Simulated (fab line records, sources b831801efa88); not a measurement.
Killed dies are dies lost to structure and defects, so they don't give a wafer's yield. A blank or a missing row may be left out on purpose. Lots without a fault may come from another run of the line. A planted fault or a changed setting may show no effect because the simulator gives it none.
A struck lot beside a sound one | flow sky130 | 16 steps out of a route of 708
Sound: wafers L615.2, L615.3, L615.6. Struck: wafer L625.4. (L625.2, L625.6 of the same lot were not struck and are left out.) The cause comes at the end.
At each step with rows: each side's tool, then ch and its chambers, then its first start. Under that, the readings that differ: sound wafers | struck wafers | difference of the means | sigmas: that difference in standard deviations of wafers without a fault.
alike: readings whose means differ by less than 2 such deviations, and words and numbers that are the same on both sides. not compared: withheld readings, readings that some wafer has no value for, bounds like >300 that may hide the same value, and numbers for which the record gives no deviation and whose values overlap.
The two part at a step that has a row with sigmas, a row that says differs or no value, or rows on one side only. Numbers that don't overlap but have no deviation are shown without sigmas and don't part them. A reading that every wafer of one side lacks parts them only if that side has two wafers or more.

first, 3 steps without rows for these wafers: SKY_METAL2_EXPOSE_12 (exposes mask MM2, target cd 140 nm); SKY_METAL2_PEB_13; SKY_METAL2_DEVELOP_14 (develop time 60 s).
SKY_METAL2_CD_MEAS_15: target cd 140 nm.
  sound on cd_sem-01, day 36 06:37; struck on cd_sem-02, day 40 00:10
  alike: cd_nm
SKY_METAL2_OVL_MEAS_16:
  sound on overlay-02, day 36 06:43; struck on overlay-01, day 40 00:16
  reading         | sound | struck | difference | sigmas
  METAL2_OVL (nm) | 5 8 5 | -12    | -18        | -3
SKY_METAL2_DESCUM_17: chemistry O2, time 8 s.
  sound on rie_metal-01 ch 0, day 36 06:45; struck on rie_metal-03 ch 0, day 40 00:18
  alike: drypump_motor_current_A, oes_product_au
  not compared: rf_hours_counter_h
SKY_METAL2_ETCH_18: etches BARC in N2/H2, stops on SiO2, time 45.9 s, target depth 60 nm.
  sound on rie_metal-01 ch 0, day 36 06:47; struck on rie_metal-03 ch 0, day 40 00:20
  alike: drypump_motor_current_A, n2_flow_sccm, oes_product_au, throttle_valve_pct
  not compared: rf_hours_counter_h
SKY_METAL2_METAL_ETCH_19: etches the open film in Cl2/BCl3, stops on SiO2, target depth 360 nm, time 78 s.
  sound on rie_metal-01 ch 0, day 36 06:50; struck on rie_metal-03 ch 0, day 40 00:23
  alike: drypump_motor_current_A, mfc_cl2_sccm, oes_product_au, throttle_valve_pct
  not compared: rf_hours_counter_h
SKY_METAL2_STRIP_20: strips in O2/N2.
  sound on plasma_asher-03 ch 0,1, day 36 06:56; struck on plasma_asher-01 ch 1, day 40 00:29
  alike: drypump_motor_current_A, n2_flow_sccm, oes_product_au, strip_time_to_endpoint_s
  not compared: rf_hours_counter_h
then, 3 steps without rows for these wafers: SKY_METAL2_STRIP_21 (strips in post etch residue remover, time 1200 s); SKY_METAL2_CLEAN_22 (cleans in IPA, time 180 s); SKY_METAL2_CLEAN_23 (cleans in O3/DIW).
SKY_VIA2_HDPCVD_00: deposits SiO2, target thk 1180 nm, time 196.7 s.
  sound on hdpcvd-01 ch 1,2, day 36 07:32; struck on hdpcvd-01 ch 0, day 40 01:07
  reading                                  | sound             | struck | difference | sigmas
  run_length_s (s)                         | 224.2 224.2 224.2 | 334.5  | +110.3     | +99 or more
  sih4_flow_sccm (sccm)                    | 60.24 60.30 60.25 | 59.80  | -0.46      | -3
  model.SiO2_of_VIA2_HDPCVD_00.thk_nm (nm) | 1160 1161 1165    | 1843   | +681       |
SKY_VIA2_THK_MEAS_01:
  sound on film_metro-03, day 36 07:40; struck on film_metro-02, day 40 01:15
  reading              | sound          | struck | difference | sigmas
  VIA2_HDPCVD_THK (nm) | 1162 1162 1165 | 1844   | +681       | +52
SKY_VIA2_CMP_02: polishes SiO2.
  sound on cmp-02 ch 0,2,3, day 36 07:46; struck on cmp-02 ch 2, day 40 01:24
  alike: motor_current_A, platen_rpm
-- the record jumps here: 10 days lie between the struck wafers' starts before and after (it left off in module VIA2 and takes up again in module PAD_OPEN, whose first step shown is number 708 of the route) --
SKY_PAD_OPEN_PROBE_99:
  sound on prober-02, day 47 10:28; struck on prober-02, day 50 02:20
  reading             | sound    | struck | difference | sigmas
  killed_at_front_end | 13 10 10 | 20     | +9         | +2
  alike: defect_limited_yield, killed_at_M0_to_M3, killed_at_M4_up, killed_at_contacts, killed_at_other, killed_dies, killed_open, killed_short, sort_bin_3_pad_short, sort_bin_5_function, sort_bin_6_memory, sort_n_pass, sort_yield_pct

WHERE THEY PART
First at SKY_METAL2_OVL_MEAS_16; last, within this record, at SKY_PAD_OPEN_PROBE_99.

WHY: what the simulator had put in
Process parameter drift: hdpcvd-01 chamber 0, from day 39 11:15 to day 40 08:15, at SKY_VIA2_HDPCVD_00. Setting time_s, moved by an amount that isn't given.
